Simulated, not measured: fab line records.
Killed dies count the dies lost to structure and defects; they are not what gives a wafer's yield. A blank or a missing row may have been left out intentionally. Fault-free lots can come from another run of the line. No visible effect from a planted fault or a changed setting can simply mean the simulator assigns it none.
A lot that was struck, set against a sound lot | flow sky130 | 17 out of 708 route steps
Sound: the wafers L429.2, L429.3, L429.6. Struck: wafers L435.2, L435.3, L435.6. The cause is given at the end.
Each step with rows lists, per side, the tool, then ch with its chambers, then its first start. Under that, the readings that differ: sound wafers | struck wafers | difference of the means | sigmas: that difference in standard deviations of wafers without a fault.
alike: readings whose means differ by less than 2 such deviations, and words and numbers that are the same on both sides. not compared: withheld readings, readings that some wafer has no value for, bounds like >300 that may hide the same value, and numbers for which the record gives no deviation and whose values overlap.
The two part at a step that has a row with sigmas, a row that says differs or no value, or rows on one side only. When numbers do not overlap yet have no deviation, they are printed without sigmas and do not part them. Lack of a reading on every wafer of one side parts them only where that side has two or more wafers.

first, 3 steps without rows for these wafers: SKY_VIA1_EXPOSE_09 (exposes mask VIM, target cd 150 nm); SKY_VIA1_PEB_10; SKY_VIA1_DEVELOP_11 (develop time 60 s).
SKY_VIA1_CD_MEAS_12 targets a cd of 150 nm.
  sound on cdSem-01, day 37 19:49; struck on cdSem-01, day 40 05:55
reading   | sound             | struck            | difference | sigmas
cdNm (nm) | 153.1 152.5 151.9 | 147.1 148.6 147.7 | -4.7       | -3
SKY_VIA1_OVL_MEAS_13:
  sound on overlay-01, day 37 19:55; struck on overlay-01, day 40 06:01
  alike: VIA1_OVL
SKY_VIA1_ETCH_14: etches BARC in N2/H2, stops on SiO2, time 45.9 s, target depth 60 nm.
  sound on rieDiel-03 ch 0,2, day 37 19:57; struck on rieDiel-03 ch 0,2,3, day 40 06:03
  alike: drypumpMotorCurrentA, oesProductAu, throttleValvePct
  not compared: rfHoursCounterH
SKY_VIA1_ETCH_15: etches SiO2 in C4F8/O2/Ar, stops on TiN, target depth 351 nm, time 54 s.
  sound on rieDiel-03 ch 0,2, day 37 20:00; struck on rieDiel-03 ch 0,2,3, day 40 06:06
  alike: oesProductAu
  not compared: rfHoursCounterH
SKY_VIA1_STRIP_16: strips in O2/N2.
  sound on plasmaAsher-04 ch 1, day 37 20:02; struck on plasmaAsher-01 ch 0,1, day 40 06:08
  alike: drypumpMotorCurrentA, o2FlowSccm, oesProductAu, stripTimeToEndpointS
  not compared: rfHoursCounterH
then, 3 steps without rows for these wafers: SKY_VIA1_STRIP_17 (strips in post etch residue remover, time 1200 s); SKY_VIA1_CLEAN_18 (cleans in IPA, time 180 s); SKY_VIA1_CLEAN_19 (cleans in O3/DIW).
SKY_VIA1_SPUTTER_20: material TiN, target thk 20 nm, time 80 s.
  sound on pvdSputter-01, day 37 20:41; struck on pvdSputter-01, day 40 06:46
  alike: throttleValvePct
SKY_VIA1_CVD_21: deposits W, target thk 270 nm, time 80.902 s.
  sound on cvdW-02 ch 1, day 37 20:45; struck on cvdW-01 ch 0,1, day 40 06:50
reading          | sound       | struck      | difference | sigmas
heaterPowerW (W) | 971 960 958 | 854 768 751 | -172       | -2
  alike: chamberPressureTorr
SKY_VIA1_RS_MEAS_22: measurement is done with a four-point probe.
  sound on filmMetro-04, day 37 20:52; struck on filmMetro-04, day 40 07:14
reading            | sound             | struck            | difference | sigmas
VIA1_W_RS (ohm/sq) | 0.421 0.418 0.423 | 0.534 0.525 0.526 | +0.108     | +26
  not compared: hold
SKY_VIA1_THK_MEAS_23: measures by xrf.
  sound on filmMetro-04, day 37 20:59; struck on filmMetro-04, day 40 09:52
reading         | sound       | struck      | difference | sigmas
VIA1_W_THK (nm) | 276 280 277 | 228 232 231 | -47        | -15
  not compared: hold
SKY_VIA1_CMP_24: polishes, stops on SiO2, t overpolish 15 s, target thk 0 nm.
  sound on cmp-02 ch 0,3, day 37 21:02; struck on cmp-02 ch 1,3, day 40 12:16
reading | sound | struck                                                                  | difference                   | sigmas
hold    | - - - | awaitDispo/2.3h/release awaitDispo/2.3h/release awaitDispo/2.3h/release | no value on the sound wafers | 
  alike: motorCurrentA, overpolishRunS, slurryFilterDpKPa, timeToEndpointS
then, 1 step without rows for these wafers: SKY_PAD_OPEN_PROBE_99.

WHERE THEY PART
At SKY_VIA1_CD_MEAS_12 first; at SKY_VIA1_CMP_24 last (within this record only).

WHY: the cause the simulator had injected
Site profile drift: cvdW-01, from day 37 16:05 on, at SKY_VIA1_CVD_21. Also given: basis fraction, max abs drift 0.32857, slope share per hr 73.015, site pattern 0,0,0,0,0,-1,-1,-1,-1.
